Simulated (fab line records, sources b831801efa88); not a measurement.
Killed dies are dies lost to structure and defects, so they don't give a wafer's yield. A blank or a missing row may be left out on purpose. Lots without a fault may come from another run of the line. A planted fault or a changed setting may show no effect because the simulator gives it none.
A struck lot beside a sound one | flow sky130 | 15 steps out of a route of 708
Sound: wafers L410.1, L410.2, L410.3. Struck: wafers L415.1, L415.3, L415.6. The cause comes at the end.
At each step with rows: each side's tool, then ch and its chambers, then its first start. Under that, the readings that differ: sound wafers | struck wafers | difference of the means | sigmas: that difference in standard deviations of wafers without a fault.
alike: readings whose means differ by less than 2 such deviations, and words and numbers that are the same on both sides. not compared: withheld readings, readings that some wafer has no value for, bounds like >300 that may hide the same value, and numbers for which the record gives no deviation and whose values overlap.
The two part at a step that has a row with sigmas, a row that says differs or no value, or rows on one side only. Numbers that don't overlap but have no deviation are shown without sigmas and don't part them. A reading that every wafer of one side lacks parts them only if that side has two wafers or more.

SKY_VIA4_THK_MEAS_01:
  sound on film_metro-03, day 44 18:07; struck on film_metro-02, day 45 20:08
  alike: VIA4_HDPCVD_THK
SKY_VIA4_CMP_02: polishes SiO2.
  sound on cmp-01 ch 0,1,2, day 44 18:11; struck on cmp-02 ch 2,3, day 45 20:17
  alike: motor_current_A, retaining_ring_pressure_frac, slurry_flow_ml_min
SKY_VIA4_BOW_MEAS_03:
  sound on film_metro-02, day 44 18:29; struck on film_metro-02, day 45 20:35
  alike: VIA4_BOW
then, 7 steps without rows for these wafers: SKY_VIA4_DEHYDRATE_04 (time 60 s); SKY_VIA4_HMDS_05 (prime time 60 s); SKY_VIA4_COAT_06 (resist thk 1140 nm); SKY_VIA4_SOFTBAKE_07 (time 60 s); SKY_VIA4_EXPOSE_08 (exposes mask VIM4, target cd 800 nm); SKY_VIA4_PEB_09; SKY_VIA4_DEVELOP_10 (develop time 60 s).
SKY_VIA4_OVL_MEAS_11:
  sound on overlay-01, day 45 16:31; struck on overlay-02, day 46 18:05
  alike: VIA4_OVL
SKY_VIA4_ETCH_12: etches SiO2 in C4F8/O2/Ar, stops on TiN, target depth 580 nm.
  sound on rie_diel-03 ch 0,1,2, day 45 16:32; struck on rie_diel-03 ch 1,2,3, day 46 18:07
  alike: oes_product_au
SKY_VIA4_STRIP_13: strips in O2/N2.
  sound on plasma_asher-03 ch 0,1, day 45 16:37; struck on plasma_asher-04 ch 0, day 46 18:11
  no value came back on the struck wafers for chamber_pressure_mTorr (mTorr), drypump_motor_current_A (A), oes_product_au (a.u.), strip_time_to_endpoint_s (s); on the sound wafers chamber_pressure_mTorr (mTorr) reads 1500.7 1499.3 1500.8
  reading                                   | sound | struck         | difference | sigmas
  model.NOVOLAK_of_VIA4_COAT_06.thk_nm (nm) | 0 0 0 | 1011 1011 1010 | +1011      |
  not compared: rf_hours_counter_h
then, 1 step without rows for these wafers: SKY_VIA4_STRIP_14 (strips in post etch residue remover, time 1200 s).
-- the record jumps here: 3 days lie between the struck wafers' starts before and after (it left off in module VIA4 and takes up again in module PAD_OPEN, whose first step shown is number 708 of the route) --
SKY_PAD_OPEN_PROBE_99:
  sound on prober-02, day 48 10:58; struck on prober-02, day 49 08:02
  reading                  | sound          | struck         | difference | sigmas
  defect_limited_yield (%) | 81.3 82.3 85.4 | 0.4 0.4 0      | -82.7      | -44
  killed_at_M0_to_M3       | 50 43 40       | 6 4 13         | -37        | -5
  killed_at_M4_up          | 3 2 1          | 479 476 469    | +473       | +99 or more
  killed_at_contacts       | 24 25 19       | 2 5 6          | -18        | -3
  killed_at_front_end      | 15 17 11       | 3 5 4          | -10        | -3
  killed_dies              | 92 87 72       | 490 490 492    | +407       | +43
  killed_on_rim            | 14 16 16       | 95 96 96       | +80        | +20
  killed_open              | 54 42 38       | 6 8 10         | -37        | -5
  killed_short             | 38 45 34       | 5 6 14         | -31        | -5
  sort_bin_3_pad_short (%) | 1.8 1.0 0.2    | 25.8 25.2 24.2 | +24.1      | +53
  sort_bin_5_function (%)  | 10.6 9.8 9.3   | 70.9 72.6 74.4 | +62.7      | +42
  sort_bin_6_memory (%)    | 6.3 6.9 5.1    | 2.8 1.8 1.4    | -4.1       | -4
  sort_n_pass              | 400 405 420    | 2 2 0          | -407       | -43
  sort_yield_pct (%)       | 81.3 82.3 85.4 | 0.4 0.4 0      | -82.7      | -44
  alike: killed_at_other

WHERE THEY PART
First at SKY_VIA4_STRIP_13; last, within this record, at SKY_PAD_OPEN_PROBE_99.

WHY: what the simulator had put in
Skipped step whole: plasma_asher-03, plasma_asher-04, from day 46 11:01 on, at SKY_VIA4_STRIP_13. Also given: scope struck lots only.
